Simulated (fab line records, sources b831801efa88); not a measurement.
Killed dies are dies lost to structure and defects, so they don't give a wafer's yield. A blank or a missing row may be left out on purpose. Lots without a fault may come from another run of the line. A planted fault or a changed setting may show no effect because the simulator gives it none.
Which tool did it? | flow gf180mcu | 13 lots, 39 wafers sampled, at 5 steps of a route of 602

WHAT THE GAUGES READ, wafer by wafer
GF_HV_LDD_TW_MEAS_11. Usual: HV_LDD_TW 2412, standard deviation 11.
lot  | measured     | on            | HV_LDD_TW      | flag
L918 | day 10 03:52 | film_metro-01 | 2416 2422 2425 |
L919 | day 10 11:11 | film_metro-01 | 2407 2411 2403 |
L920 | day 10 16:22 | film_metro-03 | 2412 2422 2417 |
L921 | day 11 04:14 | film_metro-03 | 2416 2408 2414 |
L930 | day 13 19:39 | film_metro-01 | 2423 2427 2426 |
L932 | day 14 12:06 | film_metro-04 | 2421 2417 2422 |
L934 | day 15 01:56 | film_metro-04 | 2410 2420 2416 |
L935 | day 15 07:42 | film_metro-01 | 2396 2373 2382 |
L937 | day 16 03:13 | film_metro-01 | 2407 2403 2405 |
L938 | day 16 06:40 | film_metro-04 | 2394 2408 2396 |
L939 | day 16 11:37 | film_metro-04 | 2394 2397 2411 |
L940 | day 16 22:31 | film_metro-04 | 2399 2405 2405 |
L941 | day 17 05:26 | film_metro-01 | 2405 2408 2421 |

GF_PSD_CD_MEAS_07: target cd 400 nm. Usual: cd_nm 399.8 nm, standard deviation 2.5.
lot  | measured     | on        | cd_nm (nm)        | flag
L918 | day 14 08:59 | cd_sem-02 | 397.1 396.9 397.6 |
L919 | day 14 17:26 | cd_sem-01 | 400.4 402.1 402.5 |
L920 | day 14 22:43 | cd_sem-02 | 401.6 398.6 401.0 |
L921 | day 15 15:26 | cd_sem-02 | 398.0 397.3 397.3 |
L930 | day 18 14:38 | cd_sem-02 | 399.8 395.8 397.6 |
L932 | day 19 10:55 | cd_sem-01 | 400.7 399.0 398.9 |
L934 | day 20 03:40 | cd_sem-01 | 397.7 397.5 398.5 |
L935 | day 20 08:47 | cd_sem-02 | 400.8 400.6 397.9 |
L937 | day 21 07:01 | cd_sem-01 | 398.8 398.5 400.6 |
L938 | day 21 10:46 | cd_sem-01 | 402.7 401.4 403.0 |
L939 | day 21 15:58 | cd_sem-01 | 398.2 395.9 398.3 |
L940 | day 22 02:04 | cd_sem-02 | 400.4 399.5 398.1 |
L941 | day 22 10:05 | cd_sem-01 | 403.7 403.7 404.2 |

GF_PSD_RS_MEAS_14: measures by four-point-probe. Usual: NSD_RS 46.11 ohm/sq, standard deviation 0.08.
lot  | measured     | on            | NSD_RS (ohm/sq)   | flag
L918 | day 14 09:35 | film_metro-04 | 46.17 46.09 46.09 |
L919 | day 14 18:02 | film_metro-04 | 46.11 46.28 46.00 |
L920 | day 14 23:23 | film_metro-04 | 49.87 49.81 49.93 | OFF
L921 | day 15 16:02 | film_metro-02 | 49.82 49.83 50.00 | OFF
L930 | day 18 15:14 | film_metro-01 | 46.21 46.14 46.13 |
L932 | day 19 11:31 | film_metro-02 | 46.22 46.28 46.14 |
L934 | day 20 04:20 | film_metro-04 | 46.12 46.12 46.25 |
L935 | day 20 09:23 | film_metro-01 | 45.96 45.97 46.04 |
L937 | day 21 07:37 | film_metro-02 | 46.08 46.12 46.15 |
L938 | day 21 11:22 | film_metro-01 | 46.18 46.19 46.14 |
L939 | day 21 16:34 | film_metro-02 | 46.23 46.20 46.20 |
L940 | day 22 02:40 | film_metro-04 | 46.07 46.07 46.13 |
L941 | day 22 10:41 | film_metro-04 | 46.03 46.19 46.06 |

GF_PSD_RS_MEAS_15: measures by four-point-probe. Usual: PSD_RS 108.50 ohm/sq, standard deviation 0.25.
lot  | measured     | on            | PSD_RS (ohm/sq)      | flag
L918 | day 14 09:43 | film_metro-04 | 108.42 108.53 108.61 |
L919 | day 14 18:09 | film_metro-04 | 108.61 108.68 108.71 |
L920 | day 14 23:30 | film_metro-04 | 128.80 128.92 128.82 | OFF
L921 | day 15 16:09 | film_metro-02 | 128.97 129.07 129.10 | OFF
L930 | day 18 15:21 | film_metro-01 | 108.55 108.24 108.59 |
L932 | day 19 11:38 | film_metro-02 | 108.70 108.56 108.52 |
L934 | day 20 04:28 | film_metro-04 | 108.82 108.49 108.69 |
L935 | day 20 09:30 | film_metro-01 | 108.28 108.01 108.36 |
L937 | day 21 07:44 | film_metro-02 | 108.36 108.28 108.41 |
L938 | day 21 11:29 | film_metro-01 | 108.74 108.75 108.80 |
L939 | day 21 16:41 | film_metro-02 | 108.36 108.20 108.32 |
L940 | day 22 02:47 | film_metro-04 | 108.12 108.36 108.56 |
L941 | day 22 10:48 | film_metro-04 | 108.50 108.02 108.15 |

WHICH TOOL RAN EACH LOT (tool, then ch and the chambers of the sampled wafers, then the start)
lot  | GF_PSD_RTA_13
L918 | rtp_anneal-01 ch 0, day 14 09:31
L919 | rtp_anneal-01 ch 0, day 14 17:56
L920 | rtp_anneal-01 ch 0, day 14 23:17
L921 | rtp_anneal-01 ch 0, day 15 15:56
L930 | rtp_anneal-02 ch 0, day 18 15:08
L932 | rtp_anneal-02 ch 0, day 19 11:25
L934 | rtp_anneal-02 ch 0, day 20 04:15
L935 | rtp_anneal-02 ch 0, day 20 09:17
L937 | rtp_anneal-01 ch 0, day 21 07:31
L938 | rtp_anneal-01 ch 0, day 21 11:16
L939 | rtp_anneal-01 ch 0, day 21 16:28
L940 | rtp_anneal-01 ch 0, day 22 02:34
L941 | rtp_anneal-01 ch 0, day 22 10:35
- GF_PSD_RTA_13: time 20 s.

WHAT THE TOOLS THEMSELVES READ (means of the sampled wafers that have a number; where no wafer has one, the mark that the record gives instead)
GF_PSD_RTA_13. Usual: lamp_power_pct 33.6 %, standard deviation 3; wafer_temp_C_max 1029.0, standard deviation 0.87.
lot  | tool          | lamp_power_pct (%) | wafer_temp_C_max | flag
L918 | rtp_anneal-01 | 36.1               | 1029.0           |
L919 | rtp_anneal-01 | 36.1               | 1028.8           |
L920 | rtp_anneal-01 | 33.4               | 1000.4           | OFF
L921 | rtp_anneal-01 | 33.4               | 1000.5           | OFF
L930 | rtp_anneal-02 | 30.1               | 1028.2           |
L932 | rtp_anneal-02 | 30.1               | 1028.7           |
L934 | rtp_anneal-02 | 30.1               | 1028.8           |
L935 | rtp_anneal-02 | 30.1               | 1029.1           |
L937 | rtp_anneal-01 | 36.2               | 1028.5           |
L938 | rtp_anneal-01 | 36.2               | 1029.0           |
L939 | rtp_anneal-01 | 36.1               | 1030.3           |
L940 | rtp_anneal-01 | 36.1               | 1029.5           |
L941 | rtp_anneal-01 | 36.2               | 1028.9           |

THE ANSWER, worked out from the rows above alone
Rule: a lot is off if the mean of its wafers that have a number lies more than 3 standard deviations from the usual mean. A lot without any number at a reading at which 4 lots or more have one is off too. The other lots that the step has rows for count as sound. The gauges are gone through in route order, then the tools' own readings, and for those a lot's mean is taken as printed above. The first step at which some lot is off is used, and at that step the reading that is off furthest; a lot without a number counts as furthest.
Off: L920, L921, at GF_PSD_RS_MEAS_14 (NSD_RS).
A tool fits if, at a process step before that reading, it ran every lot that is off, and no sound lot after the first of them. The gauges at GF_PSD_RS_MEAS_14 aren't tried: what is off there is off at GF_PSD_RTA_13 too, on other tools, and a gauge's error can't cause that. None of those tried fits.

WHAT THE SIMULATOR HAD PUT IN
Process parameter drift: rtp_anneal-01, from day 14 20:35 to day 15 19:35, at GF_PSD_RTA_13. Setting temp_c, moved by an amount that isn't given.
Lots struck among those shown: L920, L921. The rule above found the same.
